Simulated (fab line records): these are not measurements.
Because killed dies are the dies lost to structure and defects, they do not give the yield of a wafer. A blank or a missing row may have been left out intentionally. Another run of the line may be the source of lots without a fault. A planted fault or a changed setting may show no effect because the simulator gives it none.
A struck lot beside a sound one || flow gf180mcu || 15 out of 602 route steps
Sound: wafers L580.1, L580.2, L580.3. Wafers struck: L590.2, L590.4, L590.6. At the end, the cause is stated.
At each step with rows: each side's tool, then ch and its chambers, then its first start. Under that, the readings that differ: sound wafers || struck wafers || difference of the means || sigmas: that difference in standard deviations of wafers without a fault.
alike: same words and numbers on both sides, and readings whose means sit less than 2 such deviations apart. not compared: any withheld reading, any reading some wafer has no value for, any bound like >300 that may hide the same value, and any number with overlapping values for which the record gives no deviation.
Wherever a step has rows on one side only, a row that says differs or no value, or a row with sigmas, the two part there. When numbers do not overlap yet have no deviation, they are printed without sigmas and do not part them. A reading missing from all wafers of one side parts the sides only when that side holds two or more wafers.

GF_POLY_GATE_ETCH_13: etches poly-Si in HBr/Cl2, stops on SiO2, target depth 198.5 nm, time 69.6 s.
  sound on rie si-01 ch 0,2,3, day 10 01:01; struck on rie si-02 ch 0,1, day 12 23:22
  alike: chamber pressure mTorr, drypump motor current A, mfc cl2 sccm, oes product au, throttle valve pct
  not compared: rf hours counter h
GF_POLY_GATE_STRIP_14: strips in O2/N2.
  sound on plasma asher-03 ch 0,1, day 10 01:04; struck on plasma asher-04 ch 0,1, day 12 23:25
  alike: chamber pressure mTorr, drypump motor current A, heater power w, oes product au
  not compared: rf hours counter h
then, 2 steps without rows for these wafers: GF_POLY_GATE_CLEAN_15 (cleans in SC1/SC2, time 150 s); GF_POLY_GATE_OXIDATION_16 (stabilise 600 s, purge 300 s, target thk 4 nm).
GF_POLY_GATE_THK_MEAS_17:
  struck on film metro-04, day 13 01:18; sound on film metro-01, day 10 02:28
  alike: POLY_GATE_OXIDATION_THK
GF_POLY_GATE_CD_MEAS_18:
  struck on cd sem-02, day 13 01:23; sound on cd sem-01, day 10 02:32
  alike: cd nm
then, 6 steps without rows for these wafers: GF_HV_LDD_DEHYDRATE_00 (time 60 s); GF_HV_LDD_HMDS_01 (prime time 60 s); GF_HV_LDD_COAT_02 (resist thk 1000 nm); GF_HV_LDD_SOFTBAKE_03 (time 60 s); GF_HV_LDD_EXPOSE_04 (exposes mask Nplus LV AREA, target cd 400 nm); GF_HV_LDD_PEB_05.
GF_HV_LDD_DEVELOP_06: develop time 60 s.
  sound on litho track-04 ch 0, day 10 19:44; struck on litho track-02 ch 0, day 13 22:01
GF_HV_LDD_CD_MEAS_07: target cd 400 nm.
  struck on cd sem-02, day 13 22:10; sound on cd sem-01, day 10 19:53
{"reading": "cd nm (nm)", "sound": "398.9 401.0 398.0", "struck": "391.9 391.1 391.3", "difference": -7.9, "sigmas": -4}
GF_HV_LDD_OVL_MEAS_08:
  struck on overlay-02, day 13 22:16; sound on overlay-02, day 10 20:01
  alike: HV_LDD_OVL

== WHERE THEY PART ==
Only at GF_HV_LDD_CD_MEAS_07, within this record. Later steps at which nothing parts them and some readings are alike: GF_HV_LDD_OVL_MEAS_08.

WHY: what had been put in by the simulator
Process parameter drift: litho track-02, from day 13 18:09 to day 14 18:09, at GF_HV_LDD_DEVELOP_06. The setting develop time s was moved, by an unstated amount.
